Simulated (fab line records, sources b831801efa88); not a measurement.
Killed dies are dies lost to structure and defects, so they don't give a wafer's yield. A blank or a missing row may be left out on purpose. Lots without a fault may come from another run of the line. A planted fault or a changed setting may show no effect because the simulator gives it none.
Tool commonality check | flow gf180mcu | 15 lots, 45 wafers sampled

WHY IT WAS OPENED
At GF_V4_RS_MEAS_24 the reading V4_W_RS is flagged on 3 of 15 lots. Wafers without a fault read 0.327 ohm/sq, standard deviation 0.0034.
Rule: a lot is flagged when every wafer of it that has a number lies more than 4 standard deviations from that mean, or none has a number. The other lots count as sound.

lot  | measured     | on            | V4_W_RS (ohm/sq), wafer by wafer | flag
L465 | day 24 03:14 | film_metro-01 | 0.324 0.327 0.331                |
L467 | day 25 05:49 | film_metro-02 | 0.331 0.330 0.333                |
L468 | day 25 17:22 | film_metro-02 | 0.330 0.328 0.326                |
L470 | day 26 08:25 | film_metro-02 | 0.324 0.322 0.322                |
L471 | day 26 16:49 | film_metro-02 | 0.326 0.330 0.329                |
L474 | day 27 09:36 | film_metro-03 | 43.382 43.677 43.929             | FLAGGED
L475 | day 27 16:29 | film_metro-01 | 42.397 42.890 43.027             | FLAGGED
L476 | day 28 00:02 | film_metro-01 | 43.205 43.787 43.320             | FLAGGED
L482 | day 29 21:10 | film_metro-01 | 0.328 0.328 0.328                |
L483 | day 30 05:22 | film_metro-01 | 0.329 0.327 0.329                |
L484 | day 30 09:27 | film_metro-03 | 0.323 0.328 0.327                |
L485 | day 30 17:24 | film_metro-01 | 0.324 0.326 0.330                |
L486 | day 30 23:40 | film_metro-03 | 0.330 0.329 0.330                |
L487 | day 31 03:14 | film_metro-01 | 0.328 0.334 0.329                |
L488 | day 31 05:41 | film_metro-03 | 0.320 0.318 0.323                |
The numbers of the flagged lots are 43.290 ohm/sq on average: +42.963 ohm/sq against the usual, or +99 or more standard deviations.

WHICH TOOL RAN EACH LOT
The record holds 2 process steps before the reading, out of a route of 602 steps. In each cell: the tool, then ch and the chambers that the sampled wafers went through, then the start.
lot  | flag    | GF_M4_SPUTTER_04             | GF_V4_CVD_23
L465 |         | pvd_sputter-01, day 22 03:14 | cvd_w-02 ch 1, day 24 03:06
L467 |         | pvd_sputter-01, day 23 07:09 | cvd_w-01 ch 0,1, day 25 05:43
L468 |         | pvd_sputter-02, day 23 19:54 | cvd_w-01 ch 0,1, day 25 17:16
L470 |         | pvd_sputter-02, day 24 11:21 | cvd_w-02 ch 0,1, day 26 08:18
L471 |         | pvd_sputter-02, day 24 19:58 | cvd_w-01 ch 0,1, day 26 16:40
L474 | FLAGGED | pvd_sputter-01, day 25 14:09 | cvd_w-02 ch 0,1, day 27 09:29
L475 | FLAGGED | pvd_sputter-03, day 25 21:19 | cvd_w-02 ch 0, day 27 16:23
L476 | FLAGGED | pvd_sputter-01, day 26 06:39 | cvd_w-01 ch 0,1, day 27 23:56
L482 |         | pvd_sputter-01, day 28 04:28 | cvd_w-02 ch 0,1, day 29 21:02
L483 |         | pvd_sputter-01, day 28 12:41 | cvd_w-02 ch 0,1, day 30 05:16
L484 |         | pvd_sputter-02, day 28 16:52 | cvd_w-01 ch 0,1, day 30 09:20
L485 |         | pvd_sputter-01, day 29 01:58 | cvd_w-01 ch 1, day 30 17:17
L486 |         | pvd_sputter-01, day 29 08:01 | cvd_w-02 ch 0,1, day 30 23:33
L487 |         | pvd_sputter-01, day 29 11:58 | cvd_w-02 ch 0,1, day 31 03:07
L488 |         | pvd_sputter-01, day 29 14:44 | cvd_w-01 ch 0,1, day 31 05:34
What these steps do:
- GF_M4_SPUTTER_04: material TiN, target thk 50 nm, time 41.7 s.
- GF_V4_CVD_23: deposits W, target thk 350 nm, time 104.9 s.
- GF_V4_RS_MEAS_24: measures by four-point-probe.

FLAGGED OVER TOTAL, TOOL BY TOOL (the gauges that took the reading come last)
step             | tool           | lots run | flagged | share of the flagged lots | sound lots run after its first flagged lot
GF_M4_SPUTTER_04 | pvd_sputter-01 | 10       | 2       | some                      | 6 (L482,L483,L485,L486,L487,L488)
GF_M4_SPUTTER_04 | pvd_sputter-02 | 4        | 0       | none                      | -
GF_M4_SPUTTER_04 | pvd_sputter-03 | 1        | 1       | some                      | 0
GF_V4_CVD_23     | cvd_w-01       | 7        | 1       | some                      | 3 (L484,L485,L488)
GF_V4_CVD_23     | cvd_w-02       | 8        | 2       | some                      | 4 (L482,L483,L486,L487)
GF_V4_RS_MEAS_24 | film_metro-01  | 7        | 2       | some                      | 4 (L482,L483,L485,L487)
GF_V4_RS_MEAS_24 | film_metro-02  | 4        | 0       | none                      | -
GF_V4_RS_MEAS_24 | film_metro-03  | 4        | 1       | some                      | 3 (L484,L486,L488)

WHAT THE TABLE ALLOWS
No row of the table ran every flagged lot.

WHAT THE SIMULATOR HAD PUT IN
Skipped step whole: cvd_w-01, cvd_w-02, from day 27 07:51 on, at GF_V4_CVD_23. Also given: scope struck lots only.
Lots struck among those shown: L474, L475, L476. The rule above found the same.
